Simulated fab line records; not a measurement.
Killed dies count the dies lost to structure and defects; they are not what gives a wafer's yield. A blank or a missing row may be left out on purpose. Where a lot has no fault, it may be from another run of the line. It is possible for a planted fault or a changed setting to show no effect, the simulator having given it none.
One fault through the eyes of 2 desks :: flow gf180mcu :: numbers are kept per desk, each desk with only its own; the story behind them comes last

## AT THE METROLOGY DESK
What the gauges read for every lot (on any tool): the sampled wafers with a number, averaged. A lot is out of limits, marked OUT, if its mean lies more than 4 standard deviations from the usual mean; the brackets give that distance.
Columns: A = V3_W_THK at GF_V3_THK_MEAS_25, usual 365 nm
lot: L205
first seen here: day 22 15:05
A: 373

lot: L206
first seen here: day 23 00:14
A: 363

lot: L208
first seen here: day 23 13:30
A: 358

lot: L209
first seen here: day 23 20:17
A: 358

lot: L210
first seen here: day 24 03:10
A: 367

lot: L212
first seen here: day 24 23:19
A: 363

lot: L214
first seen here: day 25 14:14
A: 365

lot: L218
first seen here: day 26 19:08
A: 366

lot: L219
first seen here: day 27 03:39
A: 365

lot: L223
first seen here: day 28 05:41
A: 370

lot: L224
first seen here: day 28 19:40
A: 359

lot: L225
first seen here: day 28 21:35
A: 366

lot: L226
first seen here: day 29 06:04
A: 370

lot: L227
first seen here: day 29 08:17
A: 365
Result from this desk: across the 14 lots, nothing is out of limits.

## DESK OF THE TOOL OWNER: rie metal-01
The tool's own readings at GF_M4_METAL_ETCH_16 (etches the open film in Cl2/BCl3, stops on SiO2, target depth 627.5 nm, time 104.6 s): means of the sampled wafers that have a number, for each lot that ran on this tool. A lot is out of limits, marked OUT, if its mean lies more than 4 standard deviations from the usual mean; the brackets give that distance.
Columns: A = bcl3 flow sccm at GF_M4_METAL_ETCH_16, usual 40.00 sccm; B = bias w at GF_M4_METAL_ETCH_16, usual 140.0 W; C = drypump motor current A at GF_M4_METAL_ETCH_16, usual 5.9 A; D = oes product au at GF_M4_METAL_ETCH_16, usual 0.972 a.u.; E = throttle valve pct at GF_M4_METAL_ETCH_16, usual 28.250 %
lot: L209
first seen here: day 24 18:46
A: 40.04
B: 140.0
C: 5.9
D: 0.971
E: 28.250

lot: L212
first seen here: day 25 21:27
A: 40.04
B: 139.9
C: 5.9
D: 0.974
E: 28.242

lot: L214
first seen here: day 26 12:09
A: 39.97
B: 140.3
C: 5.9
D: 0.961
E: 28.262

lot: L227
first seen here: day 30 03:32
A: 40.04
B: 139.7
C: 5.9
D: 0.968
E: 28.255
Result from this desk: across the 4 lots, nothing is out of limits.

## TAKEN TOGETHER
The metrology desk saw nothing out of limits.
The desk of the tool owner found nothing out of limits.

## WHAT THE SIMULATOR HAD INSERTED
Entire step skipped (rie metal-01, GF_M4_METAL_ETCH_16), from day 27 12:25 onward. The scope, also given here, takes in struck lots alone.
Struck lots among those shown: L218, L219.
